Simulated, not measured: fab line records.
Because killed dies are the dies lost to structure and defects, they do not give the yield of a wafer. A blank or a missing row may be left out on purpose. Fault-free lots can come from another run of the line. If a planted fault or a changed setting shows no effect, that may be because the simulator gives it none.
Struck lot and sound lot, side by side    flow sky130    31 out of 708 route steps
Sound: wafers L121.2, L121.4, L121.6. Struck: wafer L124.3 (left out: L124.5, a lot-mate that was not struck); the cause follows at the end.
Per side, at each step with rows, come the tool, then ch with its chambers, and then its first start. Under that, the readings that differ: sound wafers    struck wafers    difference of the means    sigmas: that difference in standard deviations of wafers without a fault.
alike: a reading whose means differ by less than 2 such deviations, as well as words and numbers matching on both sides. not compared: withheld readings; readings where some wafer has no value; bounds like >300 that might hide an equal value; numbers whose values overlap and for which the record gives no deviation.
The two part at a step that has a row with sigmas, a row that says differs or no value, or rows on one side only. Numbers that have no deviation but don't overlap get no sigmas and don't part them. Lack of a reading on every wafer of one side parts them only where that side has two or more wafers.

SKY_LI_CONTACT_OVL_MEAS_13:
  struck on overlay-02, day 34 02:41; sound on overlay-02, day 33 14:14
  alike: LI_CONTACT_OVL
SKY_LI_CONTACT_ETCH_14: etches BARC in N2/H2, stops on SiO2, time 45.9 s, target depth 60 nm.
  sound on rie diel-03 ch 1,2, day 33 14:16; struck on rie diel-02 ch 0, day 34 02:43
reading                 sound                 struck  difference  sigmas
throttle valve pct (%)  13.226 13.220 13.226  13.201  -0.023      -3
  alike: bias w, drypump motor current A, oes product au
  not compared: rf hours counter h
SKY_LI_CONTACT_ETCH_15: etches PSG in C4F8/O2/Ar, stops on Si, target depth 600 nm.
  sound on rie diel-03 ch 1,2, day 33 14:18; struck on rie diel-02 ch 0, day 34 02:45
  alike: bias w, oes product au
then, 4 steps without rows for these wafers: SKY_LI_CONTACT_STRIP_16 (strips in O2/N2); SKY_LI_CONTACT_CLEAN_17 (cleans in NMP, time 600 s); SKY_LI_CONTACT_PRE_CLEAN_18 (time 5.6 s); SKY_LI_CONTACT_SPUTTER_19 (material Ti, target thk 20 nm, time 106.37 s).
SKY_LI_CONTACT_SPUTTER_20: material TiN, target thk 20 nm, time 80 s.
  struck on pvd sputter-01, day 34 03:13; sound on pvd sputter-02, day 33 14:46
  alike: throttle valve pct
then, 1 step without rows for these wafers: SKY_LI_CONTACT_CVD_21 (deposits W, target thk 400 nm, time 120.56 s).
SKY_LI_CONTACT_RS_MEAS_22: measurement is done with a four-point probe.
  struck on film metro-01, day 34 03:26; sound on film metro-02, day 33 14:58
reading                   sound              struck  difference  sigmas
LI_CONTACT_W_RS (ohm/sq)  0.279 0.278 0.276  0.292   +0.014      +3
SKY_LI_CONTACT_THK_MEAS_23: measures by xrf.
  struck on film metro-01, day 34 03:32; sound on film metro-02, day 33 15:04
reading                sound        struck  difference  sigmas
LI_CONTACT_W_THK (nm)  410 412 413  384     -28         -4
SKY_LI_CONTACT_CMP_24: polishes, stops on PSG, t overpolish 20 s, target thk 0 nm.
  sound on cmp-02 ch 1,2,3, day 33 15:23; struck on cmp-01 ch 1, day 34 03:40
reading               sound                 struck  difference  sigmas
motor current A (A)   10.9 10.9 10.9        12.9    +2.0        +3
overpolish run s (s)  20.014 20.007 20.012  19.989  -0.022      -3
  alike: time to endpoint s
SKY_LOCAL_INTERCONNECT_SPUTTER_00: material TiN, target thk 100 nm, time 83.3 s.
  struck on pvd sputter-04, day 34 03:52; sound on pvd sputter-01, day 33 15:38
reading                                                 sound              struck  difference  sigmas
throttle valve pct (%)                                  30.2 31.7 29.8     28.7    -1.9        -2
model.TiN_of_LOCAL_INTERCONNECT_SPUTTER_00.thk nm (nm)  100.9 99.66 101.1  96.07   -4.48       
SKY_LOCAL_INTERCONNECT_RS_MEAS_01: measurement is done with a four-point probe.
  struck on film metro-04, day 34 03:59; sound on film metro-03, day 33 15:43
reading                             sound              struck  difference  sigmas
LOCAL_INTERCONNECT_TIN_RS (ohm/sq)  14.02 14.15 13.96  14.75   +0.71       +4
SKY_LOCAL_INTERCONNECT_THK_MEAS_02: measures by xrf.
  struck on film metro-04, day 34 04:05; sound on film metro-03, day 33 15:49
reading                          sound             struck  difference  sigmas
LOCAL_INTERCONNECT_TIN_THK (nm)  100.6 99.5 100.9  95.6    -4.7        -4
then, 8 steps without rows for these wafers: SKY_LOCAL_INTERCONNECT_DEHYDRATE_03 (time 60 s); SKY_LOCAL_INTERCONNECT_HMDS_04 (prime time 60 s); SKY_LOCAL_INTERCONNECT_COAT_05 (resist thk 60 nm); SKY_LOCAL_INTERCONNECT_COAT_06 (resist thk 450 nm); SKY_LOCAL_INTERCONNECT_SOFTBAKE_07 (time 90 s); SKY_LOCAL_INTERCONNECT_EXPOSE_08 (exposes mask LI1M, target cd 170 nm); SKY_LOCAL_INTERCONNECT_PEB_09; SKY_LOCAL_INTERCONNECT_DEVELOP_10 (develop time 60 s).
SKY_LOCAL_INTERCONNECT_CD_MEAS_11 targets a cd of 170 nm.
  struck on cd sem-01, day 35 06:02; sound on cd sem-01, day 34 17:25
  alike: cd nm
SKY_LOCAL_INTERCONNECT_OVL_MEAS_12:
  struck on overlay-02, day 35 06:08; sound on overlay-02, day 34 17:32
reading                      sound    struck  difference  sigmas
LOCAL_INTERCONNECT_OVL (nm)  2 -1 -3  12      +13         +3
then, 1 step without rows for these wafers: SKY_LOCAL_INTERCONNECT_ETCH_13 (etches BARC in N2/H2, stops on SiO2, time 45.9 s, target depth 60 nm).
SKY_LOCAL_INTERCONNECT_METAL_ETCH_14: etches TiN in Cl2/BCl3, stops on PSG, target depth 110 nm, time 31.4 s.
  sound on rie metal-04 ch 0,1, day 34 17:37; struck on rie metal-04 ch 0, day 35 06:14
reading                 sound                 struck  difference  sigmas
oes product au (a.u.)   0.943 0.936 0.944     0.909   -0.032      -4
throttle valve pct (%)  21.885 21.905 21.883  21.916  +0.025      +2
  alike: bcl3 flow sccm, bias w, drypump motor current A, he backside leak sccm
  not compared: rf hours counter h
SKY_LOCAL_INTERCONNECT_STRIP_15: strips in O2/N2.
  sound on plasma asher-01 ch 0,1, day 34 17:40; struck on plasma asher-04 ch 0, day 35 06:18
  alike: drypump motor current A, oes product au, strip time to endpoint s
  not compared: rf hours counter h
SKY_LOCAL_INTERCONNECT_STRIP_16: strips in post etch residue remover, time 1200 s.
  sound on wet bench-01 ch 3, day 34 17:46; struck on wet bench-01 ch 0, day 35 06:22
reading                                                 sound              struck  difference  sigmas
bath guard temp C (C)                                   71.6 71.7 71.6     72.7    +1.1        +2
model.TiN_of_LOCAL_INTERCONNECT_SPUTTER_00.thk nm (nm)  100.4 99.22 100.6  95.65   -4.42       
  alike: bath heat duty pct
then, 1 step without rows for these wafers: SKY_LOCAL_INTERCONNECT_CLEAN_17 (cleans in IPA, time 180 s).
-- a jump in the record: the struck wafers' starts before and after are 14 days apart (it breaks off in module LOCAL_INTERCONNECT and resumes in module PAD_OPEN, where the first step shown is number 708 of the route) --
SKY_PAD_OPEN_PROBE_99:
  struck on prober-02, day 49 06:04; sound on prober-01, day 48 20:26
reading                         sound              struck  difference  sigmas
model.etest.res li.line ohm um  75.54 75.19 75.07  78.28   +3.01       
model.etest.res li.rs ohm sq    12.66 12.84 12.77  13.39   +0.63       

== WHERE THEY PART ==
Earliest at SKY_LI_CONTACT_ETCH_14; latest, in this record, at SKY_LOCAL_INTERCONNECT_STRIP_16.

WHY: the cause the simulator had injected
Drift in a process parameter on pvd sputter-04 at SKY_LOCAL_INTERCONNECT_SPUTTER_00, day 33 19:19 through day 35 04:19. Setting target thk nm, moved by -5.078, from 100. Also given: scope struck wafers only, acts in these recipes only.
